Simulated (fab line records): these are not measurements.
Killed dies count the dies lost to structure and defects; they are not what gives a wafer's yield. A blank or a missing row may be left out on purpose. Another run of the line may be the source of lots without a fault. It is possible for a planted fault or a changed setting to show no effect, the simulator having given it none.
fab line records ; flow gf180mcu ; part 2 of 2: steps 29 to 39 of 39
record lots=5; wafers=15; last-day=33
route steps=602 shown DNWELL@38 NWELL@42 LVPWELL@54 MVSD@66
lots that met no fault: taken from a fault-free run of the same line
start-h: hours from the record's first day to the start of the lot's first wafer shown ; wait-h: hours elapsed since this lot's preceding step ; " identical to the entry in the row above ; L1.1+2: one row covering several wafers at once ; - no value, or no start was given ; * or withheld: withheld ; < > ~ a bound
route shown NAME@n: NAME is a module with steps in the file, n the number in the route of the first one ; usual: mean and standard deviation over wafers with no fault ; same: alike in all rows ; chamber/n: place in a boat ; sites: each site's reading ; _std_site: standard deviation across them ; _edge_site: inner sites' mean taken away from outer sites' mean ; radius-mm: for every site, how far away it sits from the centre of the wafer ; mask NAME#n: copy n ; behind: the most recent tool/chamber to have shaped the wafer ; hold: reason for holding the lot/hours on hold/outcome of the hold ; device: whichever transistor did not switch (one of n, p or np) ; end of line: the tests these same wafers got at the end of their route ; a step without rows: its recipe alone ; killed: the dies lost at the first sort to structure and to defects; this is not the yield of the wafer ; map: per-die view of a wafer (x killed, . not killed, _ where there is no die)
set.NAME: the setting as run; set.NAME@STEP: as run at that earlier step ; model.NAME: the simulator's own value behind a step, which no gauge read
certain route steps with their lots: each step a table, each wafer a row
services: a tool's chamber out of use, with start hour (start-h, from the record's first day; less than 0 if before it), hours out, and reason
## steps
# step GF_MVSD_DEHYDRATE_00
# recipe temp-c=200; time-s=60
# usual exhaust-pa=45.2/0.89
lot.wafer;tool;chamber;start-h;wait-h;exhaust-pa
L082.2;litho-track-04;0;120.48;6.8;45.7
L082.5;litho-track-04;0;120.48;6.8;45.6
L082.6;litho-track-04;0;120.48;6.8;43.5
L086.1;litho-track-03;0;144.30;7.1;45.8
L086.2;litho-track-03;0;144.30;7.1;43.8
L086.3;litho-track-03;0;144.30;7.1;45.4
L089.2;litho-track-04;0;160.68;7.0;46.6
L089.5;litho-track-04;0;160.68;7.0;46.8
L089.6;litho-track-04;0;160.68;7.0;43.9
L091.2;litho-track-04;0;171.78;7.2;45.5
L091.4;litho-track-04;0;171.78;7.2;45.8
L091.6;litho-track-04;0;171.78;7.2;45.5
L093.3;litho-track-03;0;183.65;8.0;45.0
L093.4;litho-track-03;0;183.65;8.0;45.7
L093.5;litho-track-03;0;183.65;8.0;45.1
# step GF_MVSD_HMDS_01
# recipe prime-time-s=60; prime-temp-c=120
# usual exhaust-pa=45.2/0.86
lot.wafer;tool;chamber;start-h;wait-h;exhaust-pa
L082.2;litho-track-04;0;120.63;0.1;46.9
L082.5;litho-track-04;0;120.63;0.1;45.9
L082.6;litho-track-04;0;120.63;0.1;46.5
L086.1;litho-track-03;0;144.45;0.1;44.5
L086.2;litho-track-03;0;144.45;0.1;44.0
L086.3;litho-track-03;0;144.45;0.1;44.7
L089.2;litho-track-04;0;160.83;0.1;44.5
L089.5;litho-track-04;0;160.83;0.1;45.5
L089.6;litho-track-04;0;160.83;0.1;46.4
L091.2;litho-track-04;0;171.93;0.1;44.1
L091.4;litho-track-04;0;171.93;0.1;44.0
L091.6;litho-track-04;0;171.93;0.1;45.3
L093.3;litho-track-03;0;183.80;0.1;45.2
L093.4;litho-track-03;0;183.80;0.1;44.1
L093.5;litho-track-03;0;183.80;0.1;45.9
# step GF_MVSD_COAT_02
# recipe spin-rpm=1972; resist-thk-nm=3000
# usual exhaust-pa=44.9/0.86
lot.wafer;tool;chamber;start-h;wait-h;exhaust-pa
L082.2;litho-track-04;0;120.78;0.1;45.2
L082.5;litho-track-04;0;120.78;0.1;43.7
L082.6;litho-track-04;0;120.78;0.1;42.8
L086.1;litho-track-03;0;144.60;0.1;44.6
L086.2;litho-track-03;0;144.60;0.1;44.6
L086.3;litho-track-03;0;144.60;0.1;45.6
L089.2;litho-track-04;0;160.98;0.1;44.4
L089.5;litho-track-04;0;160.98;0.1;44.3
L089.6;litho-track-04;0;160.98;0.1;44.5
L091.2;litho-track-04;0;172.08;0.1;44.4
L091.4;litho-track-04;0;172.08;0.1;45.7
L091.6;litho-track-04;0;172.08;0.1;43.6
L093.3;litho-track-03;0;183.95;0.1;45.4
L093.4;litho-track-03;0;183.95;0.1;45.4
L093.5;litho-track-03;0;183.95;0.1;44.9
# step GF_MVSD_SOFTBAKE_03
# recipe temp-c=110; time-s=withheld
# usual exhaust-pa=45.1/1
lot.wafer;tool;chamber;start-h;wait-h;exhaust-pa
L082.2;litho-track-04;0;120.94;0.1;43.6
L082.5;litho-track-04;0;120.94;0.1;43.3
L082.6;litho-track-04;0;120.94;0.1;44.7
L086.1;litho-track-03;0;144.75;0.1;45.4
L086.2;litho-track-03;0;144.75;0.1;44.5
L086.3;litho-track-03;0;144.75;0.1;45.2
L089.2;litho-track-04;0;161.14;0.1;46.3
L089.5;litho-track-04;0;161.14;0.1;45.9
L089.6;litho-track-04;0;161.14;0.1;44.8
L091.2;litho-track-04;0;172.24;0.1;46.0
L091.4;litho-track-04;0;172.24;0.1;45.7
L091.6;litho-track-04;0;172.24;0.1;45.5
L093.3;litho-track-03;0;184.12;0.1;46.7
L093.4;litho-track-03;0;184.12;0.1;46.9
L093.5;litho-track-03;0;184.12;0.1;45.6
# step GF_MVSD_EXPOSE_04
# recipe mask-id=MVSD; target-cd-nm=1000; na=0.6; source-shape=conventional; sigma-outer=0.6; dose-mj=260
# same na=0.6
lot.wafer;tool;chamber;start-h;wait-h;mask
L082.2+5+6;iline-stepper-01;0;-;-;MVSD#0
L086.1+2+3;iline-stepper-02;0;-;-;MVSD#0
L089.2+5+6;iline-stepper-01;0;-;-;MVSD#0
L091.2+4+6;iline-stepper-02;0;-;-;MVSD#0
L093.3+4+5;iline-stepper-01;0;-;-;MVSD#0
# step GF_MVSD_PEB_05
# recipe temp-c=115; time-s=withheld
# usual exhaust-pa=45.1/0.84
lot.wafer;tool;chamber;start-h;wait-h;exhaust-pa
L082.2;litho-track-03;0;-;-;45.3
L082.5;litho-track-03;0;-;-;44.6
L082.6;litho-track-03;0;-;-;45.8
L086.1;litho-track-01;0;-;-;45.9
L086.2;litho-track-01;0;-;-;46.1
L086.3;litho-track-01;0;-;-;46.4
L089.2;litho-track-04;0;-;-;43.6
L089.5;litho-track-04;0;-;-;44.0
L089.6;litho-track-04;0;-;-;44.6
L091.2;litho-track-04;0;-;-;44.6
L091.4;litho-track-04;0;-;-;45.5
L091.6;litho-track-04;0;-;-;44.6
L093.3;litho-track-04;0;-;-;44.4
L093.4;litho-track-04;0;-;-;45.1
L093.5;litho-track-04;0;-;-;44.1
# step GF_MVSD_DEVELOP_06
# recipe wall-angle-deg=90; develop-time-s=60; dev-temp-c=23
# usual exhaust-pa=45.0/0.98
lot.wafer;tool;chamber;start-h;wait-h;exhaust-pa
L082.2;litho-track-03;0;-;-;45.8
L082.5;litho-track-03;0;-;-;44.5
L082.6;litho-track-03;0;-;-;45.0
L086.1;litho-track-01;0;-;-;47.0
L086.2;litho-track-01;0;-;-;45.8
L086.3;litho-track-01;0;-;-;44.9
L089.2;litho-track-04;0;-;-;44.9
L089.5;litho-track-04;0;-;-;46.4
L089.6;litho-track-04;0;-;-;47.0
L091.2;litho-track-04;0;-;-;44.7
L091.4;litho-track-04;0;-;-;46.2
L091.6;litho-track-04;0;-;-;43.6
L093.3;litho-track-04;0;-;-;44.9
L093.4;litho-track-04;0;-;-;44.7
L093.5;litho-track-04;0;-;-;45.3
# step GF_MVSD_OVL_MEAS_07
# usual MVSD_OVL=-0.1/1.6
lot.wafer;tool;chamber;start-h;wait-h;MVSD_OVL[nm]
L082.2;overlay-01;-;128.91;-;-0.1
L082.5;overlay-01;-;128.91;-;-0.9
L082.6;overlay-01;-;128.91;-;0.1
L086.1;overlay-02;-;152.49;-;2.4
L086.2;overlay-02;-;152.49;-;1.6
L086.3;overlay-02;-;152.49;-;0.9
L089.2;overlay-01;-;169.01;-;-3.8
L089.5;overlay-01;-;169.01;-;-3.0
L089.6;overlay-01;-;169.01;-;-3.1
L091.2;overlay-01;-;180.76;-;0.5
L091.4;overlay-01;-;180.76;-;2.2
L091.6;overlay-01;-;180.76;-;1.5
L093.3;overlay-02;-;192.17;-;-0.6
L093.4;overlay-02;-;192.17;-;-0.1
L093.5;overlay-02;-;192.17;-;-1.6
# step GF_MVSD_IMPLANT_08
# recipe species=P; energy-kev=400; dose-cm2=1.6e+13; tilt-deg=0
lot.wafer;tool;chamber;start-h;wait-h
L082.2+5+6;implanter-04;0;128.96;0.0
L086.1+2+3;implanter-03;0;152.53;0.0
L089.2+5+6;implanter-01;0;169.07;0.0
L091.2+4+6;implanter-01;0;180.87;0.1
L093.3+4+5;implanter-04;0;192.24;0.1
# step GF_MVSD_IMPLANT_09
# recipe species=P; energy-kev=100; dose-cm2=5e+12; tilt-deg=0
lot.wafer;tool;chamber;start-h;wait-h
L082.2+5+6;implanter-04;0;129.11;0.1
L086.1+2+3;implanter-03;0;152.68;0.1
L089.2+5+6;implanter-01;0;169.22;0.1
L091.2+4+6;implanter-01;0;181.02;0.1
L093.3+4+5;implanter-04;0;192.39;0.1
# step GF_MVSD_STRIP_10
# recipe chemistry=O2/N2; power-w=1400; pressure-mtorr=1500; platen-temp-c=250; o2-flow-sccm=3000; n2-flow-sccm=300; overash-fraction=0.5
# usual drypump-motor-current-A=6.2/0.4; heater-power-w=348/38; o2-flow-sccm=3000/8.7; oes-product-au=0.722/0.0043; strip-time-to-endpoint-s=37.17/0.091
lot.wafer;tool;chamber;start-h;wait-h;drypump-motor-current-A;heater-power-w;o2-flow-sccm;oes-product-au;rf-hours-counter-h;strip-time-to-endpoint-s
L082.2;plasma-asher-02;0;129.24;0.1;6.8;328;3009;0.720;1;37.23
L082.5;plasma-asher-02;0;129.24;0.1;6.7;319;3005;0.713;-;37.15
L082.6;plasma-asher-02;1;129.24;0.1;5.4;344;2981;0.722;-;37.20
L086.1;plasma-asher-01;0;152.83;0.1;6.2;371;3003;0.712;34;37.16
L086.2;plasma-asher-01;1;152.83;0.1;6.6;270;3007;0.719;34;37.21
L086.3;plasma-asher-01;0;152.83;0.1;6.2;379;2996;0.719;-;37.17
L089.2;plasma-asher-04;1;169.34;0.1;6.1;383;3005;0.717;51;37.16
L089.5;plasma-asher-04;1;169.34;0.1;6.1;388;3010;0.724;-;37.20
L089.6;plasma-asher-04;0;169.34;0.1;6.1;353;3003;0.723;-;37.12
L091.2;plasma-asher-04;0;181.15;0.1;6.1;342;2989;0.715;52;37.14
L091.4;plasma-asher-04;0;181.15;0.1;6.1;340;2990;0.721;-;37.17
L091.6;plasma-asher-04;1;181.15;0.1;6.1;384;3005;0.718;-;37.20
L093.3;plasma-asher-01;0;192.53;0.1;6.2;367;2985;0.717;-;37.06
L093.4;plasma-asher-01;1;192.53;0.1;6.6;265;3005;0.728;-;37.13
L093.5;plasma-asher-01;0;192.53;0.1;6.3;387;2979;0.721;-;37.11
## services
tool;chamber;start-h;hours;kind
plasma-asher-01;-;60.39;2.8;pm
iline-stepper-02;-;71.55;7.4;repair
implanter-04;-;75.90;19.5;pm
iline-stepper-02;-;80.95;4.4;pm
implanter-02;-;81.48;1.9;repair
implanter-02;-;84.48;1.7;repair
iline-stepper-01;-;85.40;1.7;pm
implanter-02;-;95.44;3.8;pm
implanter-01;-;97.54;1.1;repair
iline-stepper-02;-;104.55;2.1;pm
iline-stepper-02;-;106.63;-;consumable-replace:lamp
plasma-asher-02;-;108.75;9.0;pm
implanter-04;-;109.23;3.1;repair
plasma-asher-03;-;110.88;0.5;repair
implanter-01;-;113.87;1.9;repair
iline-stepper-02;-;131.63;1.7;pm
implanter-03;-;135.94;5.0;pm
iline-stepper-01;-;143.33;1.7;repair
implanter-01;-;148.11;3.1;repair
implanter-03;-;173.43;26.4;pm
plasma-asher-01;-;174.08;3.6;repair
plasma-asher-01;-;178.11;14.2;repair
plasma-asher-02;-;183.95;2.8;pm
iline-stepper-01;-;191.47;5.3;repair
